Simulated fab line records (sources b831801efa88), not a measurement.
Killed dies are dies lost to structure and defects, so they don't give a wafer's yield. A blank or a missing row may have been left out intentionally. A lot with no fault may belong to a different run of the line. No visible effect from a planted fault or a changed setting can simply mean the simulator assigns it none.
Chamber matching    flow gf180mcu    GF_V5_CVD_02 on pecvd-01: 3 sister chambers
The step deposits SiO2 from TEOS, target thk 1450 nm, time 163.28 s. 6 wafers are shown with their chamber, then 12 later ones without.

== EACH WAFER AND ITS CHAMBER ==
wafer   chamber  heater power w (W)
L090.2  2        565
L090.3  0        681
L090.5  1        635
L091.1  1        546
L091.2  2        613
L091.3  0        658

== WAFERS WHOSE CHAMBER IS MISSING ==
wafer   heater power w (W)
L091.4  636
L091.5  707
L091.6  660
L092.1  719
L092.2  681
L092.3  565
L094.2  695
L094.3  680
L094.5  750
L097.4  628
L097.5  610
L097.6  563

== THE CHAMBER EACH PASSED THROUGH ==
wafer   from the rows above           in truth
L091.4  can't be placed: 0 or 1 or 2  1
L091.5  can't be placed: 0 or 1 or 2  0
L091.6  can't be placed: 0 or 1 or 2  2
L092.1  can't be placed: 0 or 1 or 2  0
L092.2  can't be placed: 0 or 1 or 2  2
L092.3  can't be placed: 2 or 1 or 0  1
L094.2  can't be placed: 0 or 1 or 2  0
L094.3  can't be placed: 0 or 1 or 2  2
L094.5  can't be placed: 0 or 1 or 2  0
L097.4  can't be placed: 1 or 2 or 0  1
L097.5  can't be placed: 1 or 2 or 0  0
L097.6  can't be placed: 2 or 1 or 0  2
Correctly placed: 0 of 12. These rows do not allow placing 12 (true chamber among the candidates in 12). Placed wrongly: 0.
How it was worked out, from the rows above alone: a wafer's distance from a chamber is the root of the sum, over the readings, of the square of ((its reading less the chamber's mean) divided by the reading's scatter). The wafer belongs to the nearest chamber; if the next one is less than 2 further off, it can't be placed. Each chamber's mean is taken over the wafers shown for it. The scatter: take each reading less its chamber's mean, square it, sum over the shown wafers, divide by the number of wafers less the number of chambers, and take the root.
